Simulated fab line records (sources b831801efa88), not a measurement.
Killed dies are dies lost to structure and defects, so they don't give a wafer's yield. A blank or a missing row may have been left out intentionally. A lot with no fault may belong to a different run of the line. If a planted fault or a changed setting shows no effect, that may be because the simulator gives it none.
Which tool is to blame? | flow gf180mcu | 42 wafers from 14 lots sampled at 4 of the route's 602 steps

== WHAT EACH GAUGE READ, for each wafer ==
GF_V2_THK_MEAS_03. Usual: for V2_CVD_02_THK the level is 849 nm and the standard deviation is 10.
lot  | measured     | on            | V2_CVD_02_THK (nm) | flag
L789 | day 19 03:56 | film_metro-04 | 848 855 863        |
L790 | day 19 21:45 | film_metro-03 | 847 840 856        |
L792 | day 20 08:17 | film_metro-04 | 830 836 856        |
L793 | day 20 22:43 | film_metro-04 | 848 854 857        |
L794 | day 21 04:28 | film_metro-04 | 847 868 863        |
L796 | day 22 03:13 | film_metro-04 | 845 839 854        |
L797 | day 22 08:10 | film_metro-01 | 840 856 871        |
L798 | day 22 11:17 | film_metro-04 | 844 851 855        |
L807 | day 25 23:56 | film_metro-04 | 835 846 841        |
L809 | day 26 06:56 | film_metro-01 | 817 823 822        |
L808 | day 26 07:22 | film_metro-04 | 827 843 847        |
L811 | day 27 00:48 | film_metro-01 | 852 863 849        |

== EACH LOT AND THE TOOL THAT RAN IT (in order: tool; ch and the chambers of the sampled wafers; start) ==
lot  | GF_PSD_STRIP_10                      | GF_CONTACT_SPUTTER_23        | GF_V1_CMP_04
L789 | plasma_asher-02 ch 0,1, day 14 03:32 | pvd_sputter-04, day 16 01:46 | cmp-02 ch 0,1,2, day 17 02:49
L790 | plasma_asher-02 ch 0,1, day 14 19:23 | pvd_sputter-03, day 16 18:22 | cmp-01 ch 0,2, day 17 18:59
L792 | plasma_asher-01 ch 0,1, day 15 03:35 | pvd_sputter-02, day 17 03:48 | cmp-02 ch 0,2,3, day 18 05:05
L793 | plasma_asher-02 ch 0,1, day 15 18:14 | pvd_sputter-03, day 17 18:33 | cmp-01 ch 0,1,3, day 18 19:56
L794 | plasma_asher-01 ch 0,1, day 15 22:43 | pvd_sputter-03, day 17 22:40 | cmp-02 ch 1,2, day 19 00:57
L796 | plasma_asher-02 ch 1, day 16 19:17   | pvd_sputter-03, day 18 21:07 | cmp-01 ch 0,1,3, day 20 00:06
L797 | plasma_asher-04 ch 0,1, day 17 00:17 | pvd_sputter-02, day 19 02:25 | cmp-01 ch 1,2,3, day 20 05:03
L798 | plasma_asher-04 ch 0,1, day 17 05:35 | pvd_sputter-03, day 19 07:13 | cmp-01 ch 1,3, day 20 08:37
L805 | plasma_asher-04 ch 0,1, day 20 03:55 | -                            | -
L806 | plasma_asher-02 ch 1, day 20 05:56   | -                            | -
L807 | plasma_asher-04 ch 0,1, day 21 00:35 | pvd_sputter-02, day 23 02:01 | cmp-02 ch 0,2,3, day 24 02:01
L809 | plasma_asher-02 ch 0,1, day 21 07:38 | pvd_sputter-02, day 23 09:00 | cmp-02 ch 0,1,3, day 24 09:32
L808 | plasma_asher-01 ch 0,1, day 21 07:56 | pvd_sputter-04, day 23 09:19 | cmp-02 ch 2,3, day 24 09:58
L811 | plasma_asher-02 ch 0,1, day 22 03:59 | pvd_sputter-02, day 24 03:54 | cmp-01 ch 1,2,3, day 25 03:59
- GF_PSD_STRIP_10: strips in O2/N2.
- GF_CONTACT_SPUTTER_23: material TiN, target thk 10 nm, time 40 s.
- GF_V1_CMP_04: polishes SiO2.

== WHAT THE TOOLS THEMSELVES READ (means of the sampled wafers that have a number; where no wafer has one, the mark that the record gives instead) ==
GF_PSD_STRIP_10. Usual: chamber_pressure_mTorr 1500.0 mTorr, standard deviation 1.3; drypump_motor_current_A 6.1 A, standard deviation 0.39; heater_power_w 367 W, standard deviation 31; n2_flow_sccm 299.9 sccm, standard deviation 0.87; oes_product_au 0.592 a.u., standard deviation 0.0043; strip_time_to_endpoint_s 16.515 s, standard deviation 0.028.
lot  | tool            | chamber_pressure_mTorr (mTorr) | drypump_motor_current_A (A) | heater_power_w (W) | n2_flow_sccm (sccm) | oes_product_au (a.u.) | strip_time_to_endpoint_s (s) | flag
L789 | plasma_asher-02 | 1500.2                         | 5.7                         | 401                | 300.0               | 0.587                 | 16.551                       |
L790 | plasma_asher-02 | 1499.4                         | 5.7                         | 402                | 300.0               | 0.593                 | 16.502                       |
L792 | plasma_asher-01 | 1499.3                         | 6.5                         | 335                | 299.4               | 0.596                 | 16.516                       |
L793 | plasma_asher-02 | 1499.8                         | 5.7                         | 408                | 300.1               | 0.590                 | 16.511                       |
L794 | plasma_asher-01 | 1500.9                         | 6.5                         | 336                | 300.1               | 0.594                 | 16.504                       |
L796 | plasma_asher-02 | 1499.3                         | 5.8                         | 419                | 300.3               | 0.593                 | 16.551                       |
L797 | plasma_asher-04 | 1500.0                         | 6.5                         | 349                | 299.6               | 0.590                 | 16.543                       |
L798 | plasma_asher-04 | 1499.8                         | 6.4                         | 350                | 299.1               | 0.596                 | 16.525                       |
L805 | plasma_asher-04 | -                              | -                           | -                  | -                   | -                     | -                            | OFF
L806 | plasma_asher-02 | -                              | -                           | -                  | -                   | -                     | -                            | OFF
L807 | plasma_asher-04 | 1499.9                         | 6.4                         | 342                | 300.6               | 0.590                 | 16.514                       |
L809 | plasma_asher-02 | 1500.1                         | 5.7                         | 400                | 300.2               | 0.589                 | 16.492                       |
L808 | plasma_asher-01 | 1499.7                         | 6.5                         | 338                | 299.8               | 0.595                 | 16.549                       |
L811 | plasma_asher-02 | 1501.5                         | 5.7                         | 404                | 299.8               | 0.589                 | 16.485                       |

GF_CONTACT_SPUTTER_23. Usual: throttle_valve_pct at 30.2 %, with a standard deviation of 0.61.
lot  | tool           | throttle_valve_pct (%) | flag
L789 | pvd_sputter-04 | 30.1                   |
L790 | pvd_sputter-03 | 30.2                   |
L792 | pvd_sputter-02 | 30.4                   |
L793 | pvd_sputter-03 | 29.8                   |
L794 | pvd_sputter-03 | 30.4                   |
L796 | pvd_sputter-03 | 30.1                   |
L797 | pvd_sputter-02 | 30.3                   |
L798 | pvd_sputter-03 | 29.8                   |
L807 | pvd_sputter-02 | 30.4                   |
L809 | pvd_sputter-02 | 30.3                   |
L808 | pvd_sputter-04 | 30.2                   |
L811 | pvd_sputter-02 | 30.6                   |

GF_V1_CMP_04. Usual: motor_current_A 12.0 A, standard deviation 1.2; time_to_endpoint_s 81 s, standard deviation 5.3.
lot  | tool   | motor_current_A (A) | time_to_endpoint_s (s) | flag
L789 | cmp-02 | 11.5                | 81                     |
L790 | cmp-01 | 12.2                | 79                     |
L792 | cmp-02 | 12.3                | 80                     |
L793 | cmp-01 | 11.4                | 78                     |
L794 | cmp-02 | 11.1                | 86                     |
L796 | cmp-01 | 10.7                | 78                     |
L797 | cmp-01 | 11.6                | 78                     |
L798 | cmp-01 | 10.6                | 86                     |
L807 | cmp-02 | 12.5                | 74                     |
L809 | cmp-02 | 13.1                | 87                     |
L808 | cmp-02 | 12.1                | 79                     |
L811 | cmp-01 | 12.0                | 86                     |

== THE ANSWER, worked out from the rows above alone ==
Rule: a lot is off if the mean of its wafers that have a number lies more than 3 standard deviations from the usual mean. A lot without any number at a reading at which 4 lots or more have one is off too. Where the step has rows for the other lots, those lots are counted as sound. Order of review: gauges by route order, followed by the tools' own readings, for which a lot's mean as printed above is used. The first step at which some lot is off is used, and at that step the reading that is off furthest; a lot without a number counts as furthest.
Off at GF_PSD_STRIP_10 (chamber_pressure_mTorr): L805, L806. Without a number there: L805, L806.
If a tool, at that step or one of the process steps before it, ran each lot that is off and ran no sound lot following the first of them, it fits. Of those tried, none fits.

== WHAT THE SIMULATOR PUT IN ==
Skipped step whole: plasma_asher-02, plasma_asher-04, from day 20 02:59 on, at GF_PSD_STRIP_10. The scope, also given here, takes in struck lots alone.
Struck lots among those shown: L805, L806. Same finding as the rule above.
